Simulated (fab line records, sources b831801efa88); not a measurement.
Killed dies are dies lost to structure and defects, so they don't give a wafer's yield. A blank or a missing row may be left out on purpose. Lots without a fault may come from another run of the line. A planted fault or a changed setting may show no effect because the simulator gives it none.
Which tool did it? | flow gf180mcu | 12 lots, 36 wafers sampled, at 3 steps of a route of 602

WHAT THE GAUGES READ, wafer by wafer
GF_MVPSD_OVL_MEAS_07.
lot  | measured     | on         | MVPSD_OVL (nm)
L141 | day 5 19:39  | overlay-01 | -1.1 -2.7 -1.8
L142 | day 6 04:37  | overlay-02 | -2.1 -2.5 -2.2
L144 | day 6 14:56  | overlay-02 | 0.7 0.6 1.3
L145 | day 6 20:10  | overlay-02 | -0.2 -1.0 -0.4
L146 | day 7 03:02  | overlay-02 | 0.2 0.0 -0.4
L147 | day 7 08:25  | overlay-01 | -0.3 -0.3 -1.9
L152 | day 8 13:12  | overlay-02 | - - -
L154 | day 9 01:19  | overlay-01 | 1.7 2.3 2.1
L156 | day 9 13:29  | overlay-01 | 1.5 0.7 0.0
L157 | day 9 21:03  | overlay-02 | -0.3 0.7 0.1
L158 | day 10 04:04 | overlay-02 | -0.4 -0.4 -0.4
L159 | day 10 11:17 | overlay-02 | -0.3 -0.2 0.3

GF_MVPSD_TW_MEAS_11.
lot  | measured     | on            | MVPSD_TW
L141 | day 5 20:05  | film_metro-02 | 554 555 552
L142 | day 6 05:03  | film_metro-04 | 556 559 558
L144 | day 6 15:23  | film_metro-02 | 552 553 553
L145 | day 6 20:36  | film_metro-04 | 560 557 555
L146 | day 7 03:28  | film_metro-04 | 559 559 562
L147 | day 7 08:52  | film_metro-02 | 555 552 553
L152 | day 8 13:38  | film_metro-02 | 30 30 30 30 30 30
L154 | day 9 01:46  | film_metro-03 | 549 550 551
L156 | day 9 13:56  | film_metro-02 | 552 555 559
L157 | day 9 21:29  | film_metro-04 | 556 556 559
L158 | day 10 04:30 | film_metro-02 | 551 555 554
L159 | day 10 11:44 | film_metro-02 | 556 555 555

WHICH TOOL RAN EACH LOT (tool, then ch and the chambers of the sampled wafers, then the start)
lot  | GF_MVPSD_EXPOSE_04
L141 | iline_stepper-02 ch 0, day 5 12:28
L142 | iline_stepper-02 ch 0, day 5 21:30
L144 | iline_stepper-02 ch 0, day 6 07:21
L145 | iline_stepper-01 ch 0, day 6 13:28
L146 | iline_stepper-02 ch 0, day 6 19:40
L147 | iline_stepper-01 ch 0, day 7 01:35
L152 | iline_stepper-02 ch 0, day 8 05:00
L154 | iline_stepper-02 ch 0, day 8 17:01
L156 | iline_stepper-02 ch 0, day 9 04:50
L157 | iline_stepper-02 ch 0, day 9 12:06
L158 | iline_stepper-01 ch 0, day 9 18:59
L159 | iline_stepper-02 ch 0, day 10 02:08
- GF_MVPSD_EXPOSE_04: exposes mask MVPSD, target cd 1000 nm.

WHAT THE TOOLS THEMSELVES READ (means of the sampled wafers that have a number; where no wafer has one, the mark that the record gives instead)
GF_MVPSD_EXPOSE_04.
lot  | tool             | reticle_temp_C (C)
L141 | iline_stepper-02 | 22.92
L142 | iline_stepper-02 | 22.88
L144 | iline_stepper-02 | 23.01
L145 | iline_stepper-01 | 22.99
L146 | iline_stepper-02 | 22.74
L147 | iline_stepper-01 | 23.02
L152 | iline_stepper-02 | 22.93
L154 | iline_stepper-02 | 23.09
L156 | iline_stepper-02 | 22.91
L157 | iline_stepper-02 | 22.93
L158 | iline_stepper-01 | 22.94
L159 | iline_stepper-02 | 23.00

THE ANSWER, worked out from the rows above alone
Rule: what is usual is taken from the lots themselves. Put in order of their means at a reading, lots are off if they are a third of the lots or fewer, leave a main group of 4 or more, and stand apart from it by a gap of 3 or more times the standard deviation of the main group's means; of several such gaps the widest counts. A main group whose means are all the same, to the digits that the tables above print for the reading, isn't used. A lot without any number at a reading at which 4 lots or more have one is off too. The other lots that the step has rows for count as sound. The gauges are gone through in route order, then the tools' own readings, and for those a lot's mean is taken as printed above. The first step at which some lot is off is used, and at that step the reading that is off furthest; a lot without a number counts as furthest.
Off: L152, at GF_MVPSD_OVL_MEAS_07 (MVPSD_OVL). Without a number there: L152. The main group: mean -0.2 nm, standard deviation 1.2.
A tool fits if, at a process step before that reading, it ran every lot that is off, and no sound lot after the first of them. The gauges at GF_MVPSD_OVL_MEAS_07 aren't tried: what is off there is off at GF_MVPSD_TW_MEAS_11 too, on other tools, and a gauge's error can't cause that. None of those tried fits.

WHAT THE SIMULATOR HAD PUT IN
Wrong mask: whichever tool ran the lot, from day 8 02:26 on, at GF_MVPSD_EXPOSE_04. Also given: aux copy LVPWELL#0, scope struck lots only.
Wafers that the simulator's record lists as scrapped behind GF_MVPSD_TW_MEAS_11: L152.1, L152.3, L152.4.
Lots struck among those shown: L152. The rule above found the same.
